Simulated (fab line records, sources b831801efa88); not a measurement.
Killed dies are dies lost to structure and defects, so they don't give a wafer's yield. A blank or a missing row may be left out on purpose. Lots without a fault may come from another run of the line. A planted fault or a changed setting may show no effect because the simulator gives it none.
Which tool did it? | flow gf180mcu | 14 lots, 42 wafers sampled, at 3 steps of a route of 602

WHAT THE GAUGES READ, wafer by wafer
GF_M1_OVL_MEAS_15.
lot  | measured     | on         | M1_OVL (nm)
L559 | day 17 01:14 | overlay-01 | -2 6 -4
L560 | day 17 09:44 | overlay-01 | 2 6 10
L563 | day 18 23:44 | overlay-01 | 3 -1 -1
L564 | day 19 06:15 | overlay-01 | 1 -2 10
L568 | day 20 23:21 | overlay-02 | -10 1 -11
L573 | day 22 05:49 | overlay-02 | 4 -8 -5
L574 | day 22 20:31 | overlay-02 | 1 -8 -10
L576 | day 23 10:21 | overlay-02 | -2 0 -8
L577 | day 23 16:50 | overlay-02 | 10 1 7
L580 | day 24 15:05 | overlay-02 | -4 9 4
L581 | day 24 19:52 | overlay-02 | -8 1 5
L582 | day 25 06:50 | overlay-01 | -8 -4 -5

GF_V1_RS_MEAS_24: measures by four-point-probe.
lot  | measured     | on            | V1_W_RS (ohm/sq)
L559 | day 18 02:53 | film_metro-04 | 0.326 0.328 0.326
L560 | day 18 11:08 | film_metro-03 | 0.333 0.324 0.329
L563 | day 20 02:32 | film_metro-04 | 0.333 0.322 0.332
L564 | day 20 09:06 | film_metro-03 | 0.335 0.327 0.322
L568 | day 22 01:15 | film_metro-03 | 0.318 0.315 0.327
L573 | day 23 07:14 | film_metro-04 | 0.331 0.329 0.331
L574 | day 23 21:33 | film_metro-03 | 0.328 0.317 0.323
L576 | day 24 11:22 | film_metro-03 | 0.329 0.319 0.318
L577 | day 24 17:37 | film_metro-03 | 0.335 0.334 0.331
L580 | day 25 14:46 | film_metro-03 | 0.331 0.318 0.322
L581 | day 25 19:50 | film_metro-01 | 0.324 0.333 0.327
L582 | day 26 06:38 | film_metro-01 | 0.325 0.324 0.327

WHICH TOOL RAN EACH LOT (tool, then ch and the chambers of the sampled wafers, then the start)
lot  | GF_CONTACT_CVD_00
L559 | hdpcvd-02 ch 0,2, day 15 02:41
L560 | hdpcvd-02 ch 0,2, day 15 10:47
L563 | hdpcvd-02 ch 0,1,2, day 16 22:25
L564 | hdpcvd-01 ch 0,2, day 17 04:38
L565 | hdpcvd-01 ch 1,2, day 17 11:50
L566 | hdpcvd-02 ch 0,1, day 17 17:46
L568 | hdpcvd-01 ch 1,2, day 18 19:53
L573 | hdpcvd-02 ch 0,2, day 20 03:23
L574 | hdpcvd-02 ch 1,2, day 20 19:18
L576 | hdpcvd-01 ch 0,1, day 21 10:43
L577 | hdpcvd-02 ch 0,2, day 21 16:07
L580 | hdpcvd-01 ch 0,1,2, day 22 15:49
L581 | hdpcvd-01 ch 0,1, day 22 21:21
L582 | hdpcvd-02 ch 1,2, day 23 08:39
- GF_CONTACT_CVD_00: deposits SiO2, target thk 300 nm, time 50 s.

WHAT THE TOOLS THEMSELVES READ (means of the sampled wafers that have a number; where no wafer has one, the mark that the record gives instead)
GF_CONTACT_CVD_00.
lot  | tool      | pressure_mtorr (mTorr) | run_length_s (s)
L559 | hdpcvd-02 | 6.003                  | 78.1
L560 | hdpcvd-02 | 5.995                  | 77.8
L563 | hdpcvd-02 | 5.995                  | 78.1
L564 | hdpcvd-01 | 6.001                  | 77.8
L565 | hdpcvd-01 | -                      | -
L566 | hdpcvd-02 | -                      | -
L568 | hdpcvd-01 | 5.993                  | 78.0
L573 | hdpcvd-02 | 5.993                  | 77.6
L574 | hdpcvd-02 | 5.999                  | 78.5
L576 | hdpcvd-01 | 6.000                  | 78.4
L577 | hdpcvd-02 | 6.007                  | 77.8
L580 | hdpcvd-01 | 5.998                  | 78.1
L581 | hdpcvd-01 | 6.007                  | 78.4
L582 | hdpcvd-02 | 6.016                  | 77.9

THE ANSWER, worked out from the rows above alone
Rule: what is usual is taken from the lots themselves. Put in order of their means at a reading, lots are off if they are a third of the lots or fewer, leave a main group of 4 or more, and stand apart from it by a gap of 3 or more times the standard deviation of the main group's means; of several such gaps the widest counts. A main group whose means are all the same, to the digits that the tables above print for the reading, isn't used. A lot without any number at a reading at which 4 lots or more have one is off too. The other lots that the step has rows for count as sound. The gauges are gone through in route order, then the tools' own readings, and for those a lot's mean is taken as printed above. The first step at which some lot is off is used, and at that step the reading that is off furthest; a lot without a number counts as furthest.
Off: L565, L566, at GF_CONTACT_CVD_00 (pressure_mtorr). Without a number there: L565, L566. The main group: mean 6.001 mTorr, standard deviation 0.0065.
A tool fits if, at that step or a process step before it, it ran every lot that is off, and no sound lot after the first of them. None of those tried fits.

WHAT THE SIMULATOR HAD PUT IN
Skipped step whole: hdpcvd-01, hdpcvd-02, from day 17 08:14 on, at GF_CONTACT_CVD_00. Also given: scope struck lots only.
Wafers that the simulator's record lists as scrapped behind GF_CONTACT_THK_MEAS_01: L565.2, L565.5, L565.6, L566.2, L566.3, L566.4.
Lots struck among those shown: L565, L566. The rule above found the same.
